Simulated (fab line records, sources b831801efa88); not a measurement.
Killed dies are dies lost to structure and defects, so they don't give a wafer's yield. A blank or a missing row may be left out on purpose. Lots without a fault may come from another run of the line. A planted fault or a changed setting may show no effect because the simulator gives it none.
fab line records | flow sky130
record lots=6 wafers=18 last_day=49
route steps=708 shown VT_ADJUST_LVTN@111 VT_ADJUST_NCORE@119 PAD_OPEN@708
lots that met no fault: from a run of the same line without faults
start_h: hours from the record's first day to the start of the lot's first wafer shown | wait_h: hours since the lot's step before | " the same as in the row above | L1.1+2: a row that stands for several wafers | - no value, or no start given | * or withheld: withheld | < > ~ a bound
route shown NAME@n: a module of which the file shows steps, and the number in the route of the first | usual: mean/standard deviation of fault-free wafers | same: alike in all rows | chamber/n: place in a boat | sites: the reading at each site | _std_site: their standard deviation | _edge_site: outer sites' mean less inner sites' | radius_mm: how far each site lies from the wafer's centre | mask NAME#n: copy n | behind: the tool/chamber that last shaped the wafer | hold: why the lot was held/for how many hours/how that ended | device: the transistor (n, p or np) that didn't switch | end of line: the same wafers' tests at the end of the route | a step without rows: its recipe alone | killed: dies lost to structure and defects at the first sort, not the wafer's yield | map: a wafer's dies, x killed, . not, _ none there
set.NAME: the setting as run; set.NAME@STEP: as run at that earlier step | model.NAME: the simulator's own value behind a step, which no gauge read
lots at some steps of the route; a table a step, a row a wafer
services: from which hour (start_h, from the record's first day; less than 0 if before it) a tool's chamber was out of use, for how many hours, and why
## steps
# step SKY_VT_ADJUST_LVTN_SOFTBAKE_14
# recipe temp_c=90 time_s=60 resist=NOVOLAK
# step SKY_VT_ADJUST_LVTN_EXPOSE_15
# recipe mask_id=HVN_STD_DERIVED na=0.6 source_shape=conventional sigma_outer=0.6 polarization=unpolarized target_cd_nm=600 dose_mj=163
# step SKY_VT_ADJUST_LVTN_PEB_16
# recipe temp_c=withheld time_s=* resist=NOVOLAK
# step SKY_VT_ADJUST_LVTN_DEVELOP_17
# recipe resist=NOVOLAK developer=TMAH develop_time_s=60 dev_temp_c=23
# step SKY_VT_ADJUST_LVTN_OVL_MEAS_18
# usual VT_ADJUST_LVTN_01_OVL=-0.6/1.3
# columns lot.wafer tool chamber start_h wait_h VT_ADJUST_LVTN_01_OVL[nm]
L421.1 overlay-01 - 168.42 0.1 -1.5
L421.2 " - " " 0.6
L421.4 " - " " -1.6
L426.1 overlay-02 - 198.44 0.1 -1.9
L426.5 " - " " -1.2
L426.6 " - " " -1.4
L427.3 overlay-02 - 206.93 0.1 -1.0
L427.4 " - " " 2.0
L427.6 " - " " -2.4
L433.2 overlay-01 - 247.77 0.1 0.6
L433.4 " - " " -1.5
L433.6 " - " " -0.5
L434.2 overlay-01 - 255.24 0.1 -0.8
L434.3 " - " " -1.7
L434.6 " - " " -1.0
L436.4 overlay-02 - 282.03 0.1 0.2
L436.5 " - " " -2.3
L436.6 " - " " -0.6
# step SKY_VT_ADJUST_LVTN_IMPLANT_19
# recipe species=B energy_kev=30 dose_cm2=6.5e+11 tilt_deg=withheld
# step SKY_VT_ADJUST_LVTN_STRIP_20
# recipe chemistry=O2/N2 power_w=1400 pressure_mtorr=1500 platen_temp_c=withheld o2_flow_sccm=3000 n2_flow_sccm=300 overash_fraction=0.5
# usual drypump_motor_current_A=5.8/0.36 n2_flow_sccm=300.1/1 o2_flow_sccm=2998/8.8 oes_product_au=0.716/0.0045 strip_time_to_endpoint_s=14.19/0.038
# columns lot.wafer tool chamber start_h wait_h drypump_motor_current_A n2_flow_sccm o2_flow_sccm oes_product_au rf_hours_counter_h strip_time_to_endpoint_s
L421.1 plasma_asher-01 0 168.61 0.1 5.3 301.5 3006 0.718 37 14.19
L421.2 " 1 " " 5.8 300.4 3018 0.722 37 14.24
L421.4 " 1 " " 5.7 299.4 2995 0.714 - 14.22
L426.1 plasma_asher-01 1 198.62 0.1 5.7 300.9 2995 0.715 41 14.17
L426.5 " 1 " " 5.7 301.0 3000 0.722 - 14.14
L426.6 " 0 " " 5.3 299.6 2995 0.707 - 14.17
L427.3 plasma_asher-02 1 207.13 0.1 5.4 300.8 3003 0.714 - 14.15
L427.4 " 0 " " 6.6 300.2 3006 0.719 - 14.17
L427.6 " 0 " " 6.6 300.3 3006 0.710 - 14.17
L433.2 plasma_asher-04 0 247.95 0.1 5.8 300.0 2994 0.722 55 14.27
L433.4 " 0 " " 5.8 301.9 3003 0.715 - 14.26
L433.6 " 1 " " 5.8 298.3 3007 0.719 - 14.27
L434.2 plasma_asher-02 0 255.42 0.1 6.6 301.2 2991 0.716 11 14.23
L434.3 " 1 " " 5.4 301.1 3008 0.721 - 14.23
L434.6 " 1 " " 5.5 300.3 2995 0.718 - 14.22
L436.4 plasma_asher-04 0 282.23 0.1 5.8 299.7 2993 0.718 - 14.14
L436.5 " 0 " " 5.8 300.8 3007 0.712 - 14.19
L436.6 " 1 " " 5.8 297.4 2995 0.710 - 14.21
# step SKY_VT_ADJUST_LVTN_TW_MEAS_21
# usual VT_ADJUST_LVTN_2_TW=187.8/1
# columns lot.wafer tool chamber start_h wait_h VT_ADJUST_LVTN_2_TW
L421.1 film_metro-04 - 168.71 0.1 186.8
L421.2 " - " " 186.8
L421.4 " - " " 188.3
L426.1 film_metro-03 - 198.72 0.1 186.9
L426.5 " - " " 187.8
L426.6 " - " " 187.8
L427.3 film_metro-04 - 207.22 0.1 189.2
L427.4 " - " " 189.0
L427.6 " - " " 188.5
L433.2 film_metro-03 - 248.06 0.1 186.5
L433.4 " - " " 186.2
L433.6 " - " " 187.2
L434.2 film_metro-01 - 255.53 0.1 187.4
L434.3 " - " " 187.8
L434.6 " - " " 187.0
L436.4 film_metro-04 - 282.33 0.1 188.8
L436.5 " - " " 188.6
L436.6 " - " " 187.9
# step SKY_VT_ADJUST_NCORE_DEHYDRATE_00
# recipe temp_c=200 time_s=60
# step SKY_VT_ADJUST_NCORE_HMDS_01
# recipe prime_time_s=60 prime_temp_c=120
# step SKY_VT_ADJUST_NCORE_COAT_02
# recipe resist=NOVOLAK spin_rpm=3000 resist_thk_nm=1140
# step SKY_VT_ADJUST_NCORE_SOFTBAKE_03
# recipe temp_c=90 time_s=60 resist=NOVOLAK
# step SKY_VT_ADJUST_NCORE_EXPOSE_04
# recipe mask_id=LVTN_COMPLEMENT_THIN na=0.6 source_shape=conventional sigma_outer=0.6 polarization=unpolarized target_cd_nm=380 dose_mj=139
# columns lot.wafer tool chamber start_h wait_h mask model.VT_ADJUST_NCORE.overlay_x_nm
L421.1+2+4 iline_stepper-02 0 179.39 - LVTN_COMPLEMENT_THIN#0 1.018
L426.1+5+6 iline_stepper-01 0 209.70 - LVTN_COMPLEMENT_THIN#0 0.2868
L427.3+4+6 iline_stepper-01 0 218.75 - LVTN_COMPLEMENT_THIN#0 2.145
L433.2+4+6 iline_stepper-01 0 259.75 - LVTN_COMPLEMENT_THIN#0 1.848
L434.2+3+6 iline_stepper-02 0 267.75 - LVTN_COMPLEMENT_THIN#0 0.3872
L436.4+5+6 iline_stepper-02 0 294.99 - LVTN_COMPLEMENT_THIN#0 -0.4318
# step SKY_VT_ADJUST_NCORE_PEB_05
# recipe temp_c=withheld time_s=* resist=NOVOLAK
# step SKY_PAD_OPEN_PROBE_99
# usual killed_at_M0_to_M3=45/7.3 killed_at_M4_up=3.2/1.8 killed_at_contacts=25/5.5 killed_at_front_end=15/4.2 killed_at_other=0.3/0.69 killed_dies=89/9.4 killed_open=49/6.6 killed_short=40/6.4
# same gross_dies=492 killed_at_back_side=0
# columns lot.wafer tool chamber start_h wait_h killed_at_M0_to_M3 killed_at_M4_up killed_at_contacts killed_at_front_end killed_at_other killed_dies killed_open killed_short
L426.1 prober-01 - 1108.28 0.1 43 4 32 12 0 91 49 42
L426.5 prober-01 - 1108.48 0.2 43 1 18 17 0 79 47 32
L426.6 prober-01 - 1108.53 0.2 39 4 26 13 0 82 43 39
L427.3 prober-01 - 1120.26 0.2 41 3 28 15 0 87 42 45
L427.4 prober-01 - 1120.31 0.2 53 5 23 11 2 94 55 39
L427.6 prober-01 - 1120.41 0.2 36 1 21 19 0 77 44 32
L433.2 prober-01 - 1145.89 0.1 44 1 19 10 0 74 38 35
L433.4 prober-01 - 1145.99 0.2 53 6 23 9 0 91 50 41
L433.6 prober-01 - 1146.09 0.2 55 3 22 15 1 96 49 44
L434.2 prober-02 - 1159.58 0.1 60 3 20 16 2 101 38 63
L434.3 prober-02 - 1159.63 0.2 39 9 20 14 0 82 47 33
L434.6 prober-02 - 1159.78 0.2 49 5 21 12 0 87 42 45
# killed by level:class
L426.1 VIA1:geometric_particle:open=13 CONTACT:geometric_particle:open=11 LI_CONTACT:geometric_particle:open=7 METAL2:geometric_particle:short=6 LOCAL_INTERCONNECT:geometric_particle:short=5 VIA3:geometric_particle:open=5 LI_CONTACT:geometric_particle:short=4 CONTACT:geometric_particle:short=4
L426.5 VIA1:geometric_particle:open=9 METAL2:geometric_particle:short=8 VIA3:geometric_particle:open=7 LI_CONTACT:geometric_particle:open=6 CONTACT:geometric_particle:open=6 POLY_GATE:geometric_particle:open=4 POLY_GATE:geometric_particle:short=4 VIA2:geometric_particle:open=4
L426.6 VIA1:geometric_particle:open=9 LI_CONTACT:geometric_particle:open=8 CONTACT:geometric_particle:open=8 METAL1:geometric_particle:short=8 VIA2:geometric_particle:open=6 CONTACT:geometric_particle:short=6 POLY_GATE:geometric_particle:short=4 METAL2:geometric_particle:short=4
L427.3 CONTACT:geometric_particle:open=9 VIA1:geometric_particle:open=8 LI_CONTACT:geometric_particle:open=7 FIELD_ISO:geometric_particle:open=6 METAL2:geometric_particle:short=6 LI_CONTACT:geometric_particle:short=5 METAL1:geometric_particle:short=5 VIA1:geometric_particle:short=5
L427.4 VIA2:geometric_particle:open=15 CONTACT:geometric_particle:open=8 VIA1:geometric_particle:open=8 METAL2:geometric_particle:short=8 VIA3:geometric_particle:open=7 LI_CONTACT:geometric_particle:open=5 METAL1:geometric_particle:short=5 VIA2:geometric_particle:short=5
L427.6 CONTACT:geometric_particle:open=10 FIELD_ISO:geometric_particle:open=7 VIA2:geometric_particle:open=6 VIA1:geometric_particle:open=6 FIELD_ISO:geometric_particle:short=5 METAL1:geometric_particle:short=5 METAL2:geometric_particle:short=5 POLY_GATE:geometric_particle:open=4
L433.2 VIA2:geometric_particle:open=8 LI_CONTACT:geometric_particle:short=6 LI_CONTACT:geometric_particle:open=6 VIA1:geometric_particle:open=6 VIA3:geometric_particle:open=6 METAL2:geometric_particle:short=5 CONTACT:geometric_particle:open=5 VIA1:geometric_particle:short=4
L433.4 VIA1:geometric_particle:open=16 CONTACT:geometric_particle:open=12 VIA3:geometric_particle:open=8 METAL1:geometric_particle:short=6 VIA1:geometric_particle:short=6 CONTACT:geometric_particle:short=5 METAL3:geometric_particle:short=4 VIA2:geometric_particle:open=4
L433.6 METAL1:geometric_particle:short=11 VIA2:geometric_particle:open=10 LI_CONTACT:geometric_particle:open=9 VIA1:geometric_particle:open=9 CONTACT:geometric_particle:open=8 METAL2:geometric_particle:short=7 VIA2:geometric_particle:short=5 FIELD_ISO:geometric_particle:open=4
L434.2 VIA1:geometric_particle:open=15 POLY_GATE:geometric_particle:short=10 METAL2:geometric_particle:short=8 METAL1:geometric_particle:short=8 CONTACT:geometric_particle:short=7 CONTACT:geometric_particle:open=6 VIA3:geometric_particle:open=6 VIA1:geometric_particle:short=5
L434.3 VIA1:geometric_particle:open=14 CONTACT:geometric_particle:open=8 VIA2:geometric_particle:open=8 FIELD_ISO:geometric_particle:short=6 METAL4:geometric_particle:short=6 FIELD_ISO:geometric_particle:open=5 LI_CONTACT:geometric_particle:open=4 CONTACT:geometric_particle:short=3
L434.6 VIA2:geometric_particle:open=11 VIA1:geometric_particle:open=8 CONTACT:geometric_particle:open=7 LOCAL_INTERCONNECT:geometric_particle:short=6 VIA1:geometric_particle:short=6 VIA3:geometric_particle:open=6 FIELD_ISO:geometric_particle:short=5 CONTACT:geometric_particle:short=5
## services
# columns tool chamber start_h hours kind
plasma_asher-02 - 148.01 12.0 repair
plasma_asher-04 - 155.58 28.1 pm
iline_stepper-02 - 162.93 1.1 repair
iline_stepper-02 - 163.98 1.7 pm
iline_stepper-02 0 167.47 - calibration
plasma_asher-02 - 212.40 3.1 repair
iline_stepper-01 - 220.39 6.0 repair
iline_stepper-01 - 226.34 1.7 pm
iline_stepper-02 - 236.27 2.1 pm
iline_stepper-02 - 238.35 - consumable_replace:lamp
plasma_asher-01 - 249.72 1.3 repair
## key
first_sign none at tools or gauges
model_effect step=SKY_VT_ADJUST_NCORE_EXPOSE_04 value=VT_ADJUST_NCORE.overlay_x_nm without=0.6175 struck=1.996
met_at SKY_VT_ADJUST_NCORE_EXPOSE_04
struck_wafers L427.3,L427.4,L427.6,L433.2,L433.4,L433.6
tester_left_out L427,L433
onset_between 209.70 218.75
fault kind=scanner_matching_overlay tool=iline_stepper-01 chamber=- onset_h=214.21 steps=SKY_VT_ADJUST_NCORE_EXPOSE_04 offset=1.3787
# tester_left_out: of these lots the tester's yield and bins aren't shown, on N5 and GAA mostly nor the transistor test; their killed dies are dies lost to structure and defects alone, not to doping, threshold or leakage, so they don't give the yield
